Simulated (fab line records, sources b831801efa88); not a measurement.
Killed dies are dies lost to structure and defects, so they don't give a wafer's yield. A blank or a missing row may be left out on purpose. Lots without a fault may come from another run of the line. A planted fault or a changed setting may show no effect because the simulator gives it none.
fab line records | flow sky130
record lots=14 wafers=42 last_day=50
route steps=708 shown SONOS_ONO@182 GATE_OXIDE@197 LDD_HVP@286 LDD_LDN@296 PAD_OPEN@708
lots that met no fault: from a run of the same line without faults
start_h: hours from the record's first day to the start of the lot's first wafer shown | wait_h: hours since the lot's step before | " the same as in the row above | L1.1+2: a row that stands for several wafers | - no value, or no start given | * or withheld: withheld | < > ~ a bound
route shown NAME@n: a module of which the file shows steps, and the number in the route of the first | usual: mean/standard deviation of fault-free wafers | same: alike in all rows | chamber/n: place in a boat | sites: the reading at each site | _std_site: their standard deviation | _edge_site: outer sites' mean less inner sites' | radius_mm: how far each site lies from the wafer's centre | mask NAME#n: copy n | behind: the tool/chamber that last shaped the wafer | hold: why the lot was held/for how many hours/how that ended | device: the transistor (n, p or np) that didn't switch | end of line: the same wafers' tests at the end of the route | a step without rows: its recipe alone | killed: dies lost to structure and defects at the first sort, not the wafer's yield | map: a wafer's dies, x killed, . not, _ none there
set.NAME: the setting as run; set.NAME@STEP: as run at that earlier step | model.NAME: the simulator's own value behind a step, which no gauge read
steps of the route over a sample of lots; a table a step, a row a wafer
services: from which hour (start_h, from the record's first day; less than 0 if before it) a tool's chamber was out of use, for how many hours, and why
## steps
# step SKY_SONOS_ONO_OVL_MEAS_14
# usual SONOS_ONO_OVL=-0.5/1.2
# columns lot.wafer tool chamber start_h wait_h SONOS_ONO_OVL[nm]
L860.1 overlay-02 - 282.62 0.1 -0.2
L860.3 " - " " 0.1
L860.6 " - " " -0.6
L864.2 overlay-01 - 306.73 0.1 -2.2
L864.5 " - " " 2.1
L864.6 " - " " -2.6
L867.1 overlay-02 - 342.47 0.1 0.0
L867.3 " - " " 0.2
L867.6 " - " " -0.4
L868.2 overlay-02 - 347.58 0.1 -0.4
L868.5 " - " " 1.5
L868.6 " - " " 1.4
L873.2 overlay-02 - 384.82 0.1 -1.2
L873.3 " - " " -1.4
L873.6 " - " " -2.1
L874.3 overlay-01 - 396.08 0.1 -0.1
L874.5 " - " " 4.2
L874.6 " - " " 2.0
L875.1 overlay-02 - 407.67 0.1 -1.1
L875.2 " - " " -0.3
L875.6 " - " " -1.4
L876.2 overlay-01 - 415.98 0.1 -0.7
L876.3 " - " " 0.3
L876.6 " - " " 0.1
L878.2 overlay-01 - 431.53 0.1 -1.4
L878.4 " - " " 0.4
L878.5 " - " " -1.5
L879.1 overlay-02 - 434.44 0.1 -1.1
L879.3 " - " " 0.7
L879.4 " - " " 1.1
L880.3 overlay-01 - 442.00 0.1 -0.4
L880.5 " - " " 0.1
L880.6 " - " " 0.7
L881.1 overlay-01 - 453.49 0.1 0.2
L881.4 " - " " -0.7
L881.6 " - " " 1.1
L882.1 overlay-01 - 457.37 0.1 -0.5
L882.3 " - " " 0.8
L882.6 " - " " -0.4
L883.2 overlay-01 - 471.78 0.1 -0.8
L883.3 " - " " -1.1
L883.4 " - " " 0.9
# step SKY_GATE_OXIDE_OVL_MEAS_10
# usual GATE_OXIDE_OVL=-0.1/1.5
# columns lot.wafer tool chamber start_h wait_h GATE_OXIDE_OVL[nm]
L860.1 overlay-01 - 311.35 0.1 -0.1
L860.3 " - " " -0.6
L860.6 " - " " 0.5
L864.2 overlay-02 - 334.53 0.1 0.4
L864.5 " - " " 0.2
L864.6 " - " " -1.8
L867.1 overlay-01 - 373.90 0.1 1.6
L867.3 " - " " 1.3
L867.6 " - " " 2.5
L868.2 overlay-01 - 377.38 0.1 1.5
L868.5 " - " " 2.7
L868.6 " - " " 3.3
L873.2 overlay-01 - 416.73 0.1 0.8
L873.3 " - " " 1.0
L873.6 " - " " 1.7
L874.3 overlay-01 - 429.71 0.1 -2.0
L874.5 " - " " -1.4
L874.6 " - " " -0.2
L875.1 overlay-02 - 440.22 0.1 -0.4
L875.2 " - " " -1.2
L875.6 " - " " 0.6
L876.2 overlay-02 - 449.11 0.1 -1.0
L876.3 " - " " -1.1
L876.6 " - " " -2.3
L878.2 overlay-01 - 465.80 0.1 -1.6
L878.4 " - " " -0.6
L878.5 " - " " -1.5
L879.1 overlay-02 - 467.02 0.1 0.9
L879.3 " - " " 0.6
L879.4 " - " " 0.6
L880.3 overlay-02 - 474.81 0.1 -1.8
L880.5 " - " " -0.1
L880.6 " - " " -2.1
L881.1 overlay-01 - 485.62 0.1 0.6
L881.4 " - " " 1.8
L881.6 " - " " 0.4
L882.1 overlay-01 - 490.25 0.1 0.5
L882.3 " - " " -1.1
L882.6 " - " " -2.6
L883.2 overlay-01 - 503.93 0.1 0.1
L883.3 " - " " 0.5
L883.4 " - " " 0.9
# step SKY_LDD_HVP_IMPLANT_08
# recipe species=B energy_kev=20 dose_cm2=1.7e+13 tilt_deg=17.9
# usual beam_energy_keV=20.000/0.0058 dose_ions_cm2=1.7002e+13/1.9e+10 faraday_current_uA=96.0/1.6
# columns lot.wafer tool chamber start_h wait_h beam_energy_keV dose_ions_cm2 faraday_current_uA
L860.1 implanter-02 0 499.84 0.0 20.005 1.7011e+13 95.2
L860.3 " 0 " " 20.004 1.7027e+13 94.5
L860.6 " 0 " " 20.004 1.7023e+13 93.9
L864.2 implanter-02 0 523.63 0.0 19.995 1.7008e+13 97.8
L864.5 " 0 " " 20.000 1.7015e+13 94.1
L864.6 " 0 " " 19.992 1.7036e+13 96.6
L867.1 implanter-02 0 564.56 0.0 19.996 1.0847e+13 59.9
L867.3 " 0 " " 19.990 1.0839e+13 62.1
L867.6 " 0 " " 19.991 1.0822e+13 60.4
L868.2 implanter-02 0 568.48 0.0 19.998 1.0813e+13 61.6
L868.5 " 0 " " 20.000 1.0836e+13 59.6
L868.6 " 0 " " 20.000 1.0842e+13 60.9
L873.2 implanter-03 0 610.23 0.0 19.989 1.7054e+13 94.3
L873.3 " 0 " " 19.997 1.7008e+13 97.0
L873.6 " 0 " " 19.993 1.7017e+13 94.9
L874.3 implanter-03 0 619.99 0.1 20.006 1.7041e+13 92.8
L874.5 " 0 " " 19.999 1.6984e+13 95.7
L874.6 " 0 " " 20.006 1.7025e+13 98.6
L875.1 implanter-04 0 629.45 0.0 20.001 1.6974e+13 95.8
L875.2 " 0 " " 20.002 1.6995e+13 98.0
L875.6 " 0 " " 20.003 1.6991e+13 95.4
L876.2 implanter-02 0 638.73 0.0 19.990 1.6983e+13 95.2
L876.3 " 0 " " 19.995 1.6964e+13 94.2
L876.6 " 0 " " 19.996 1.7003e+13 94.3
L878.2 implanter-03 0 652.73 0.0 19.992 1.7026e+13 98.1
L878.4 " 0 " " 19.998 1.6998e+13 95.0
L878.5 " 0 " " 19.992 1.6998e+13 95.6
L879.1 implanter-02 0 654.90 0.0 20.002 1.6987e+13 98.0
L879.3 " 0 " " 20.015 1.7009e+13 97.9
L879.4 " 0 " " 20.005 1.7017e+13 96.5
L880.3 implanter-04 0 662.16 0.1 19.998 1.7002e+13 95.2
L880.5 " 0 " " 19.990 1.7025e+13 94.8
L880.6 " 0 " " 19.995 1.6998e+13 93.5
L881.1 implanter-02 0 674.09 0.0 19.997 1.6986e+13 94.6
L881.4 " 0 " " 19.984 1.6995e+13 101.6
L881.6 " 0 " " 19.998 1.7013e+13 95.4
L882.1 implanter-02 0 677.69 0.0 20.000 1.7004e+13 95.2
L882.3 " 0 " " 20.003 1.7023e+13 95.1
L882.6 " 0 " " 19.996 1.701e+13 96.6
L883.2 implanter-03 0 689.91 0.0 19.999 1.6994e+13 94.6
L883.3 " 0 " " 19.995 1.6965e+13 93.6
L883.4 " 0 " " 20.002 1.6987e+13 95.7
# step SKY_LDD_HVP_TW_MEAS_10
# usual LDD_HVP_TW=460/3.7
# columns lot.wafer tool chamber start_h wait_h LDD_HVP_TW
L860.1 film_metro-04 - 500.09 0.1 464
L860.3 " - " " 463
L860.6 " - " " 463
L864.2 film_metro-04 - 523.87 0.1 462
L864.5 " - " " 462
L864.6 " - " " 461
L867.1 film_metro-04 - 564.81 0.1 404
L867.3 " - " " 406
L867.6 " - " " 405
L868.2 film_metro-01 - 568.71 0.1 398
L868.5 " - " " 399
L868.6 " - " " 398
L873.2 film_metro-01 - 610.46 0.1 461
L873.3 " - " " 460
L873.6 " - " " 456
L874.3 film_metro-03 - 620.21 0.1 453
L874.5 " - " " 457
L874.6 " - " " 451
L875.1 film_metro-04 - 629.70 0.1 463
L875.2 " - " " 463
L875.6 " - " " 465
L876.2 film_metro-01 - 638.96 0.1 459
L876.3 " - " " 462
L876.6 " - " " 458
L878.2 film_metro-04 - 652.96 0.1 462
L878.4 " - " " 465
L878.5 " - " " 459
L879.1 film_metro-04 - 655.15 0.1 464
L879.3 " - " " 462
L879.4 " - " " 462
L880.3 film_metro-03 - 662.38 0.1 457
L880.5 " - " " 457
L880.6 " - " " 454
L881.1 film_metro-01 - 674.34 0.1 461
L881.4 " - " " 461
L881.6 " - " " 460
L882.1 film_metro-03 - 677.94 0.1 456
L882.3 " - " " 454
L882.6 " - " " 456
L883.2 film_metro-01 - 690.15 0.1 459
L883.3 " - " " 457
L883.4 " - " " 458
# step SKY_LDD_LDN_OVL_MEAS_07
# usual LDD_LDN_OVL=1.2/1.4
# columns lot.wafer tool chamber start_h wait_h LDD_LDN_OVL[nm]
L860.1 overlay-01 - 530.57 0.1 1.0
L860.3 " - " " 0.4
L860.6 " - " " 1.5
L864.2 overlay-02 - 553.86 0.1 -1.7
L864.5 " - " " 0.0
L864.6 " - " " 0.3
L867.1 overlay-02 - 594.16 0.1 1.6
L867.3 " - " " 2.4
L867.6 " - " " 2.0
L868.2 overlay-01 - 597.62 0.1 2.9
L868.5 " - " " 2.2
L868.6 " - " " 3.5
L873.2 overlay-01 - 639.36 0.1 2.7
L873.3 " - " " 3.3
L873.6 " - " " 3.4
L874.3 overlay-01 - 648.76 0.1 3.2
L874.5 " - " " 1.0
L874.6 " - " " 0.9
L875.1 overlay-01 - 658.40 0.1 0.7
L875.2 " - " " -0.1
L875.6 " - " " 2.4
L876.2 overlay-02 - 667.90 0.1 0.2
L876.3 " - " " -0.2
L876.6 " - " " 0.1
L878.2 overlay-02 - 681.45 0.1 2.5
L878.4 " - " " 2.7
L878.5 " - " " 0.6
L879.1 overlay-01 - 683.40 0.1 1.4
L879.3 " - " " 0.6
L879.4 " - " " 0.1
L880.3 overlay-01 - 690.56 0.1 2.6
L880.5 " - " " 2.1
L880.6 " - " " 2.6
L881.1 overlay-01 - 702.90 0.1 0.8
L881.4 " - " " 2.5
L881.6 " - " " 0.2
L882.1 overlay-01 - 706.67 0.1 2.3
L882.3 " - " " 1.6
L882.6 " - " " 0.9
L883.2 overlay-01 - 718.56 0.1 1.9
L883.3 " - " " 1.7
L883.4 " - " " 1.0
# step SKY_PAD_OPEN_PROBE_99
# usual killed_at_M0_to_M3=44/6.2 killed_at_M4_up=3.3/1.7 killed_at_contacts=24/4.9 killed_at_front_end=16/5 killed_at_other=0.3/0.48 killed_dies=88/9 killed_open=48/7 killed_short=39/6.1
# same gross_dies=492 killed_at_back_side=0
# columns lot.wafer tool chamber start_h wait_h killed_at_M0_to_M3 killed_at_M4_up killed_at_contacts killed_at_front_end killed_at_other killed_dies killed_open killed_short
L873.2 prober-02 - 1150.49 0.1 43 0 25 9 0 77 37 40
L873.3 prober-02 - 1150.54 0.2 32 3 26 13 0 74 39 35
L873.6 prober-02 - 1150.69 0.2 47 3 29 16 0 95 56 39
L874.3 prober-01 - 1160.42 0.2 41 0 24 12 0 77 42 34
L874.5 prober-01 - 1160.52 0.2 42 2 18 27 0 89 50 37
L874.6 prober-01 - 1160.57 0.2 34 6 18 27 2 87 39 41
L875.1 prober-02 - 1168.83 0.1 42 6 19 22 0 89 43 44
L875.6 prober-02 - 1169.08 0.2 40 2 24 16 0 82 46 36
L876.2 prober-01 - 1171.58 0.1 40 4 18 16 1 79 44 35
L876.3 prober-01 - 1171.63 0.2 35 2 22 20 0 79 44 34
L876.6 prober-01 - 1171.78 0.2 50 3 24 21 0 98 52 45
L878.4 prober-01 - 1187.42 0.2 48 4 22 16 0 90 45 45
L879.1 prober-02 - 1188.32 0.1 56 4 35 18 0 113 55 56
L880.3 prober-01 - 1189.13 0.2 51 1 33 16 1 102 56 46
L880.5 prober-01 - 1189.23 0.2 49 6 19 10 0 84 46 38
L880.6 prober-01 - 1189.28 0.2 47 4 23 20 0 94 55 37
L881.1 prober-02 - 1189.82 0.1 45 5 25 12 1 88 50 37
L881.4 prober-02 - 1189.97 0.2 48 2 26 15 0 91 48 43
L881.6 prober-02 - 1190.07 0.2 49 5 24 15 0 93 46 47
# killed by level:class
L873.2 CONTACT:geometric_particle:open=11 VIA1:geometric_particle:open=10 METAL1:geometric_particle:short=8 LOCAL_INTERCONNECT:geometric_particle:short=6 VIA1:geometric_particle:short=6 VIA2:geometric_particle:open=5 CONTACT:geometric_particle:short=4 VIA3:geometric_particle:open=4
L873.3 CONTACT:geometric_particle:open=16 METAL2:geometric_particle:short=6 VIA3:geometric_particle:open=6 METAL1:geometric_particle:short=5 CONTACT:geometric_particle:short=4 VIA1:geometric_particle:open=4 FIELD_ISO:geometric_particle:open=3 FIELD_ISO:geometric_particle:short=3
L873.6 VIA1:geometric_particle:open=15 CONTACT:geometric_particle:open=9 LI_CONTACT:geometric_particle:open=8 CONTACT:geometric_particle:short=6 METAL1:geometric_particle:short=6 FIELD_ISO:geometric_particle:open=5 VIA1:geometric_particle:short=5 VIA3:geometric_particle:open=5
L874.3 VIA3:geometric_particle:open=9 LI_CONTACT:geometric_particle:open=8 METAL1:geometric_particle:short=7 VIA1:geometric_particle:open=6 VIA2:geometric_particle:open=6 CONTACT:geometric_particle:open=5 POLY_GATE:geometric_particle:short=4 LOCAL_INTERCONNECT:geometric_particle:short=4
L874.5 POLY_GATE:geometric_particle:open=7 VIA2:geometric_particle:open=7 VIA3:geometric_particle:open=7 CONTACT:geometric_particle:open=6 LI_CONTACT:geometric_particle:open=6 FIELD_ISO:geometric_particle:short=5 METAL1:geometric_particle:short=4 VIA1:geometric_particle:open=4
L874.6 VIA1:geometric_particle:open=9 FIELD_ISO:geometric_particle:short=8 CONTACT:geometric_particle:open=8 METAL1:geometric_particle:short=6 VIA3:geometric_particle:open=5 CONTACT:geometric_particle:short=4 METAL2:geometric_particle:short=4 POLY_GATE:area_etch=4
L875.1 VIA1:geometric_particle:open=8 VIA2:geometric_particle:open=7 FIELD_ISO:geometric_particle:open=6 FIELD_ISO:geometric_particle:short=5 LI_CONTACT:geometric_particle:open=5 METAL1:geometric_particle:short=5 METAL2:geometric_particle:short=5 VIA3:geometric_particle:short=5
L875.6 METAL2:geometric_particle:short=9 VIA2:geometric_particle:open=8 LI_CONTACT:geometric_particle:open=7 CONTACT:geometric_particle:open=7 LOCAL_INTERCONNECT:geometric_particle:short=6 FIELD_ISO:geometric_particle:short=5 VIA1:geometric_particle:open=5 VIA3:geometric_particle:open=4
L876.2 VIA1:geometric_particle:open=12 CONTACT:geometric_particle:open=9 METAL2:geometric_particle:short=6 FIELD_ISO:geometric_particle:short=4 POLY_GATE:geometric_particle:short=4 LI_CONTACT:geometric_particle:open=4 METAL1:geometric_particle:short=4 VIA3:geometric_particle:open=4
L876.3 CONTACT:geometric_particle:open=12 LI_CONTACT:geometric_particle:open=7 POLY_GATE:geometric_particle:short=7 VIA1:geometric_particle:open=7 VIA3:geometric_particle:short=6 METAL2:geometric_particle:short=5 VIA3:geometric_particle:open=5 FIELD_ISO:geometric_particle:open=4
L876.6 METAL1:geometric_particle:short=12 CONTACT:geometric_particle:open=12 VIA1:geometric_particle:open=9 VIA2:geometric_particle:open=8 FIELD_ISO:geometric_particle:short=7 METAL2:geometric_particle:short=7 LI_CONTACT:geometric_particle:open=6 VIA3:geometric_particle:open=5
L878.4 VIA2:geometric_particle:open=12 METAL1:geometric_particle:short=9 VIA1:geometric_particle:open=7 CONTACT:geometric_particle:open=6 LI_CONTACT:geometric_particle:open=5 CONTACT:geometric_particle:short=5 FIELD_ISO:geometric_particle:short=4 POLY_GATE:geometric_particle:short=4
L879.1 CONTACT:geometric_particle:open=13 VIA1:geometric_particle:short=11 METAL1:geometric_particle:short=10 LI_CONTACT:geometric_particle:open=9 VIA1:geometric_particle:open=8 FIELD_ISO:geometric_particle:open=7 CONTACT:geometric_particle:short=7 METAL2:geometric_particle:short=6
L880.3 VIA1:geometric_particle:open=13 FIELD_ISO:geometric_particle:open=11 CONTACT:geometric_particle:open=10 LI_CONTACT:geometric_particle:open=9 METAL1:geometric_particle:short=7 VIA1:geometric_particle:short=6 VIA3:geometric_particle:open=6 VIA3:geometric_particle:short=5
L880.5 VIA1:geometric_particle:open=14 CONTACT:geometric_particle:open=9 METAL1:geometric_particle:short=6 VIA3:geometric_particle:open=6 VIA1:geometric_particle:short=5 VIA2:geometric_particle:open=5 VIA3:geometric_particle:short=4 METAL4:geometric_particle:short=4
L880.6 VIA1:geometric_particle:open=15 CONTACT:geometric_particle:open=10 FIELD_ISO:geometric_particle:open=9 VIA2:geometric_particle:open=7 CONTACT:geometric_particle:short=6 VIA1:geometric_particle:short=6 METAL3:geometric_particle:short=4 VIA3:geometric_particle:open=4
L881.1 CONTACT:geometric_particle:open=11 VIA1:geometric_particle:open=8 LI_CONTACT:geometric_particle:open=6 VIA2:geometric_particle:open=6 VIA3:geometric_particle:open=6 METAL1:geometric_particle:short=5 VIA1:geometric_particle:short=5 METAL2:geometric_particle:short=5
L881.4 VIA1:geometric_particle:open=13 CONTACT:geometric_particle:open=12 METAL2:geometric_particle:short=9 METAL3:geometric_particle:short=6 LI_CONTACT:geometric_particle:short=5 POLY_GATE:geometric_particle:open=5 VIA1:geometric_particle:short=5 VIA2:geometric_particle:open=5
L881.6 VIA1:geometric_particle:open=10 VIA1:geometric_particle:short=9 LI_CONTACT:geometric_particle:open=7 VIA2:geometric_particle:open=7 CONTACT:geometric_particle:short=7 METAL2:geometric_particle:short=7 VIA3:geometric_particle:open=7 FIELD_ISO:geometric_particle:open=6
## services
# columns tool chamber start_h hours kind
implanter-04 - 486.03 4.5 repair
implanter-03 - 514.47 2.1 repair
implanter-03 - 516.10 4.0 repair
implanter-02 - 527.57 1.9 repair
implanter-03 - 557.72 2.2 repair
implanter-03 - 575.96 3.6 repair
implanter-02 - 598.74 3.2 repair
implanter-02 - 609.06 5.8 repair
implanter-02 - 642.17 2.7 pm
implanter-03 - 653.20 3.7 pm
implanter-04 - 667.07 15.7 repair
implanter-03 - 675.83 10.9 pm
implanter-03 - 688.82 0.9 repair
## key
first_sign step=SKY_LDD_HVP_IMPLANT_08 reading=dose_ions_cm2 direction=down sigmas=99+ usual=* struck=*
effect step=SKY_LDD_HVP_IMPLANT_08 reading=faraday_current_uA direction=down sigmas=22 usual=96.0 struck=60.7
effect step=SKY_LDD_HVP_TW_MEAS_10 reading=LDD_HVP_TW direction=down sigmas=16 usual=460 struck=402
met_at SKY_LDD_HVP_IMPLANT_08
struck_lots L867,L868
tester_left_out L867,L868
not_acting_at SKY_SONOS_ONO_OVL_MEAS_14,SKY_GATE_OXIDE_OVL_MEAS_10,SKY_LDD_LDN_OVL_MEAS_07
onset_between 523.63 564.56
fault kind=process_parameter_drift tool=implanter-02 chamber=- onset_h=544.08 steps=SKY_LDD_HVP_IMPLANT_08 channel=dose_cm2 offset=* shape=step end_h=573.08 acts_in=* stated=*
# tester_left_out: of these lots the tester's yield and bins aren't shown, on N5 and GAA mostly nor the transistor test; their killed dies are dies lost to structure and defects alone, not to doping, threshold or leakage, so they don't give the yield
